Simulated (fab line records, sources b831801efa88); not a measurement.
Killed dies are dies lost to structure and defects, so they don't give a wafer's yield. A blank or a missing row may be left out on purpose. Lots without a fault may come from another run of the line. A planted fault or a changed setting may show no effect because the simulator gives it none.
Which tool did it? | flow sky130 | 6 lots, 18 wafers sampled, at 1 step of a route of 708

WHAT THE GAUGES READ, wafer by wafer
SKY_FIELD_ISO_THK_MEAS_23.
lot  | measured    | on            | FIELD_ISO_OXIDATION_01_THK (nm)
L773 | day 2 15:25 | film_metro-03 | 9.74 9.86 9.82
L776 | day 3 02:17 | film_metro-01 | 10.01 10.10 10.04
L786 | day 5 12:48 | film_metro-03 | 10.06 9.91 9.85
L788 | day 5 20:20 | film_metro-04 | 9.95 9.95 10.04
L791 | day 6 10:19 | film_metro-03 | 9.87 9.83 9.95
L793 | day 6 18:42 | film_metro-03 | 9.99 9.96 10.01

WHICH TOOL RAN EACH LOT (tool, then ch and the chambers of the sampled wafers, then the start)
The record holds no process step before these readings.

THE ANSWER, worked out from the rows above alone
Rule: what is usual is taken from the lots themselves. Put in order of their means at a reading, lots are off if they are a third of the lots or fewer, leave a main group of 4 or more, and stand apart from it by a gap of 3 or more times the standard deviation of the main group's means; of several such gaps the widest counts. A main group whose means are all the same, to the digits that the tables above print for the reading, isn't used. A lot without any number at a reading at which 4 lots or more have one is off too. The other lots that the step has rows for count as sound.
No lot is off at any reading shown: from this, nothing can be told.

WHAT THE SIMULATOR HAD PUT IN
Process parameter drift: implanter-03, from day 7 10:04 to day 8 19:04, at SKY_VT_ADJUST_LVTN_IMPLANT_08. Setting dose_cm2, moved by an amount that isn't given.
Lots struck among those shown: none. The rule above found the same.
